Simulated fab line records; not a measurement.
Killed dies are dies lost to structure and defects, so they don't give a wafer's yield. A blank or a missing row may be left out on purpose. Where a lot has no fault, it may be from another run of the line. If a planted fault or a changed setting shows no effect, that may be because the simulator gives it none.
Which tool was responsible? / flow sky130 / Sampling: 14 lots, 40 wafers, 3 of 708 route steps

## WHAT EACH GAUGE READ, for each wafer
SKY_METAL5_RS_MEAS_05: a four-point-probe measurement.
lot=L177; measured=day 42 18:41; on=filmMetro-04; METAL5_ALCU_RS (ohm/sq)=0.02678 0.02676 0.02713
lot=L178; measured=day 43 07:22; on=filmMetro-03; METAL5_ALCU_RS (ohm/sq)=0.02759 0.0274 0.02709
lot=L179; measured=day 43 10:43; on=filmMetro-02; METAL5_ALCU_RS (ohm/sq)=0.02764 0.02739 0.02708
lot=L180; measured=day 43 12:32; on=filmMetro-02; METAL5_ALCU_RS (ohm/sq)=0.02705 0.02694 0.02737
lot=L181; measured=day 44 13:30; on=filmMetro-04; METAL5_ALCU_RS (ohm/sq)=0.02695 0.02703 0.02703
lot=L182; measured=day 44 17:44; on=filmMetro-03; METAL5_ALCU_RS (ohm/sq)=0.02696 0.02691 0.02691
lot=L184; measured=day 45 03:45; on=filmMetro-03; METAL5_ALCU_RS (ohm/sq)=0.0272 0.02774 0.02734
lot=L183; measured=day 45 04:03; on=filmMetro-02; METAL5_ALCU_RS (ohm/sq)=0.0274 0.02753 0.02795
lot=L189; measured=day 46 08:20; on=filmMetro-04; METAL5_ALCU_RS (ohm/sq)=0.02714 0.0271
lot=L190; measured=day 46 15:41; on=filmMetro-02; METAL5_ALCU_RS (ohm/sq)=0.02699 0.0269
lot=L196; measured=day 47 18:56; on=filmMetro-02; METAL5_ALCU_RS (ohm/sq)=0.02718 0.02745 0.02728
lot=L197; measured=day 47 23:39; on=filmMetro-03; METAL5_ALCU_RS (ohm/sq)=0.02681 0.02697 0.02697
lot=L198; measured=day 48 01:26; on=filmMetro-04; METAL5_ALCU_RS (ohm/sq)=0.02763 0.02723 0.02768
lot=L200; measured=day 48 19:23; on=filmMetro-03; METAL5_ALCU_RS (ohm/sq)=0.02724 0.02735 0.02684

## EACH LOT AND THE TOOL THAT RAN IT (in order: tool; ch and the chambers of the sampled wafers; start)
lot=L177; SKY_LDD_HVN_SOFTBAKE_03=lithoTrack-04 ch 0, day 19 13:11; SKY_VIA4_ETCH_12=rieDiel-01 ch 0,1,3, day 42 17:08
lot=L178; SKY_LDD_HVN_SOFTBAKE_03=lithoTrack-03 ch 0, day 20 02:46; SKY_VIA4_ETCH_12=rieDiel-02 ch 0,1,2, day 43 04:17
lot=L179; SKY_LDD_HVN_SOFTBAKE_03=lithoTrack-02 ch 0, day 20 10:42; SKY_VIA4_ETCH_12=rieDiel-01 ch 1,2, day 43 08:48
lot=L180; SKY_LDD_HVN_SOFTBAKE_03=lithoTrack-03 ch 0, day 20 15:30; SKY_VIA4_ETCH_12=rieDiel-01 ch 0,1,2, day 43 10:55
lot=L181; SKY_LDD_HVN_SOFTBAKE_03=lithoTrack-04 ch 0, day 21 19:41; SKY_VIA4_ETCH_12=rieDiel-04 ch 0,2,3, day 44 11:30
lot=L182; SKY_LDD_HVN_SOFTBAKE_03=lithoTrack-02 ch 0, day 22 05:15; SKY_VIA4_ETCH_12=rieDiel-01 ch 0,1,2, day 44 15:52
lot=L184; SKY_LDD_HVN_SOFTBAKE_03=lithoTrack-04 ch 0, day 22 16:50; SKY_VIA4_ETCH_12=rieDiel-01 ch 0,2, day 45 02:13
lot=L183; SKY_LDD_HVN_SOFTBAKE_03=lithoTrack-03 ch 0, day 22 19:42; SKY_VIA4_ETCH_12=rieDiel-02 ch 0,1, day 45 02:31
lot=L189; SKY_LDD_HVN_SOFTBAKE_03=lithoTrack-03 ch 0, day 24 10:01; SKY_VIA4_ETCH_12=rieDiel-01 ch 2,3, day 46 06:32
lot=L190; SKY_LDD_HVN_SOFTBAKE_03=lithoTrack-03 ch 0, day 24 19:52; SKY_VIA4_ETCH_12=rieDiel-01 ch 1,2, day 46 14:10
lot=L196; SKY_LDD_HVN_SOFTBAKE_03=lithoTrack-02 ch 0, day 26 13:01; SKY_VIA4_ETCH_12=rieDiel-02 ch 0,2, day 47 17:24
lot=L197; SKY_LDD_HVN_SOFTBAKE_03=lithoTrack-02 ch 0, day 26 22:30; SKY_VIA4_ETCH_12=rieDiel-02 ch 0,1,3, day 47 21:50
lot=L198; SKY_LDD_HVN_SOFTBAKE_03=lithoTrack-04 ch 0, day 27 00:32; SKY_VIA4_ETCH_12=rieDiel-02 ch 0,1,3, day 47 23:31
lot=L200; SKY_LDD_HVN_SOFTBAKE_03=lithoTrack-04 ch 0, day 27 22:15; SKY_VIA4_ETCH_12=rieDiel-02 ch 0,2, day 48 17:49
- SKY_LDD_HVN_SOFTBAKE_03: time 60 s.
- SKY_VIA4_ETCH_12: etches SiO2 in C4F8/O2/Ar, stops on TiN, target depth 580 nm.

## AS READ BY THE TOOLS THEMSELVES (means over the sampled wafers that have a number; for cases with no such wafer, the mark the record gives instead)
SKY_LDD_HVN_SOFTBAKE_03.
lot=L177; tool=lithoTrack-04; chillPlateTempC (C)=23.05; runLengthS (s)=88.95
lot=L178; tool=lithoTrack-03; chillPlateTempC (C)=22.93; runLengthS (s)=88.92
lot=L179; tool=lithoTrack-02; chillPlateTempC (C)=23.04; runLengthS (s)=89.08
lot=L180; tool=lithoTrack-03; chillPlateTempC (C)=22.92; runLengthS (s)=88.89
lot=L181; tool=lithoTrack-04; chillPlateTempC (C)=22.92; runLengthS (s)=88.91
lot=L182; tool=lithoTrack-02; chillPlateTempC (C)=23.01; runLengthS (s)=89.00
lot=L184; tool=lithoTrack-04; chillPlateTempC (C)=22.92; runLengthS (s)=88.96
lot=L183; tool=lithoTrack-03; chillPlateTempC (C)=22.95; runLengthS (s)=88.84
lot=L189; tool=lithoTrack-03; chillPlateTempC (C)=23.10; runLengthS (s)=89.88
lot=L190; tool=lithoTrack-03; chillPlateTempC (C)=23.01; runLengthS (s)=90.88
lot=L196; tool=lithoTrack-02; chillPlateTempC (C)=23.11; runLengthS (s)=88.97
lot=L197; tool=lithoTrack-02; chillPlateTempC (C)=23.12; runLengthS (s)=88.95
lot=L198; tool=lithoTrack-04; chillPlateTempC (C)=22.95; runLengthS (s)=88.88
lot=L200; tool=lithoTrack-04; chillPlateTempC (C)=23.01; runLengthS (s)=89.02

SKY_VIA4_ETCH_12.
lot=L177; tool=rieDiel-01; oesProductAu (a.u.)=0.927
lot=L178; tool=rieDiel-02; oesProductAu (a.u.)=0.927
lot=L179; tool=rieDiel-01; oesProductAu (a.u.)=0.926
lot=L180; tool=rieDiel-01; oesProductAu (a.u.)=0.921
lot=L181; tool=rieDiel-04; oesProductAu (a.u.)=0.926
lot=L182; tool=rieDiel-01; oesProductAu (a.u.)=0.926
lot=L184; tool=rieDiel-01; oesProductAu (a.u.)=0.926
lot=L183; tool=rieDiel-02; oesProductAu (a.u.)=0.921
lot=L189; tool=rieDiel-01; oesProductAu (a.u.)=0.925
lot=L190; tool=rieDiel-01; oesProductAu (a.u.)=0.931
lot=L196; tool=rieDiel-02; oesProductAu (a.u.)=0.928
lot=L197; tool=rieDiel-02; oesProductAu (a.u.)=0.925
lot=L198; tool=rieDiel-02; oesProductAu (a.u.)=0.924
lot=L200; tool=rieDiel-02; oesProductAu (a.u.)=0.925

## THE ANSWER, worked out from the rows above alone
Rule: the lots themselves supply what counts as usual. Put in order of their means at a reading, lots are off if they are a third of the lots or fewer, leave a main group of 4 or more, and stand apart from it by a gap of 3 or more times the standard deviation of the main group's means; of several such gaps the widest counts. If all means in a main group match to the digits the tables above print for the reading, that group is not used. Also off: a lot with no number at a reading for which 4 or more lots have one. Any other lot the step has rows for is counted as sound. After the gauges, taken in route order, come the tools' own readings; for these a lot's mean is taken, as printed above. At the first step where some lot is off, the reading lying furthest off is the one used; lots without a number count as furthest.
Off: L189, L190 (SKY_LDD_HVN_SOFTBAKE_03, runLengthS). Main group: mean 88.95 s, sd 0.063.
A tool fits if, at that step or a process step before it, it ran every lot that is off, and no sound lot after the first of them. One fits: lithoTrack-03 at SKY_LDD_HVN_SOFTBAKE_03. A fault onset in the window from L183 (day 22 19:42, its last sound lot) to L189 (day 24 10:01, its first lot off) fits.
The tool's own readings at SKY_LDD_HVN_SOFTBAKE_03 bear it out: on the lots that are off they differ by more than 5 times the standard deviation of the sound lots' means. runLengthS reads 90.38 s there against 88.95 s on the sound lots.

## WHAT THE SIMULATOR HAD INSERTED
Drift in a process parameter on lithoTrack-03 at SKY_LDD_HVN_SOFTBAKE_03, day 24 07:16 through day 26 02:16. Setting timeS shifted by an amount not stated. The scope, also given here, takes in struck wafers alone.
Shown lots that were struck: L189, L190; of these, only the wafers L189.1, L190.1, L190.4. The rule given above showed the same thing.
